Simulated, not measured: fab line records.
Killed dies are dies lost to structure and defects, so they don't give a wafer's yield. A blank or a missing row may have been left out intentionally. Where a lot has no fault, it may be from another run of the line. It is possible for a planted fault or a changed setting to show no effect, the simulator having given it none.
A struck lot beside a sound one + flow sky130 + 19 out of 708 route steps
Sound: wafers L325.1, L325.2, L325.6. Struck: wafers L328.2, L328.5, L328.6. Last of all comes the cause.
Each step with rows lists, per side, the tool, then ch with its chambers, then its first start. Under that, the readings that differ: sound wafers + struck wafers + difference of the means + sigmas: that difference in standard deviations of wafers without a fault.
alike: same words and numbers on both sides, and readings whose means sit less than 2 such deviations apart. not compared: any withheld reading, any reading some wafer has no value for, any bound like >300 that may hide the same value, and any number with overlapping values for which the record gives no deviation.
Wherever a step has rows on one side only, a row that says differs or no value, or a row with sigmas, the two part there. When numbers do not overlap yet have no deviation, they are printed without sigmas and do not part them. A reading missing from all wafers of one side parts the sides only when that side holds two or more wafers.

first, 6 steps without rows for these wafers: SKY_LDD_HVN_HMDS_01 (prime time 60 s); SKY_LDD_HVN_COAT_02 (resist thk 300 nm); SKY_LDD_HVN_SOFTBAKE_03 (time 60 s); SKY_LDD_HVN_EXPOSE_04 (exposes mask HVNTM, target cd 700 nm); SKY_LDD_HVN_PEB_05; SKY_LDD_HVN_DEVELOP_06 (develop time 60 s).
SKY_LDD_HVN_OVL_MEAS_07:
  sound on overlay-02 at day 25 22:02; struck on overlay-02 at day 25 23:42
  alike: LDD_HVN_OVL
after that, 1 step had no rows for these wafers: SKY_LDD_HVN_IMPLANT_08.
SKY_LDD_HVN_STRIP_09: strips in O2/N2.
  sound on plasma_asher-01 ch 0,1, day 25 22:14; struck on plasma_asher-02 ch 0,1, day 25 23:53
| reading                     | sound          | struck         | difference | sigmas |
|-----------------------------|----------------|----------------|------------|--------|
| drypump_motor_current_A (A) | 5.95 5.97 5.99 | 5.51 5.52 5.81 | -0.36      | -2     |
  alike: o2_flow_sccm, oes_product_au, strip_time_to_endpoint_s
  not compared: rf_hours_counter_h
SKY_LDD_HVN_TW_MEAS_10:
  sound on film_metro-02 at day 25 22:20; struck on film_metro-02 at day 25 23:59
  alike: LDD_HVN_TW
then, 2 steps without rows for these wafers: SKY_LDD_HVP_DEHYDRATE_00 (time 60 s); SKY_LDD_HVP_HMDS_01 (prime time 60 s).
SKY_LDD_HVP_COAT_02: resist thk 300 nm.
  sound on litho_track-03 ch 0, day 26 12:39; struck on litho_track-02, day 26 14:28
  no value came back on the struck wafers for chill_plate_temp_C (C), dispense_pressure_kPa (kPa); on the sound wafers chill_plate_temp_C (C) reads 23.06 23.01 22.99
then, 4 steps without rows for these wafers: SKY_LDD_HVP_SOFTBAKE_03 (time 60 s); SKY_LDD_HVP_EXPOSE_04 (exposes mask HVPTM, target cd 700 nm); SKY_LDD_HVP_PEB_05; SKY_LDD_HVP_DEVELOP_06 (develop time 60 s).
SKY_LDD_HVP_OVL_MEAS_07:
  sound on overlay-02 at day 27 03:51; struck on overlay-02 at day 27 05:24
| reading          | sound       | struck | difference                    | sigmas |
|------------------|-------------|--------|-------------------------------|--------|
| LDD_HVP_OVL (nm) | 3.4 2.7 3.7 | - - -  | no value on the struck wafers |        |
after that, 1 step had no rows for these wafers: SKY_LDD_HVP_IMPLANT_08.

WHERE THEY PART
Last at SKY_LDD_HVP_OVL_MEAS_07 as far as this record goes, first at SKY_LDD_HVN_STRIP_09.

WHY: the cause the simulator had injected
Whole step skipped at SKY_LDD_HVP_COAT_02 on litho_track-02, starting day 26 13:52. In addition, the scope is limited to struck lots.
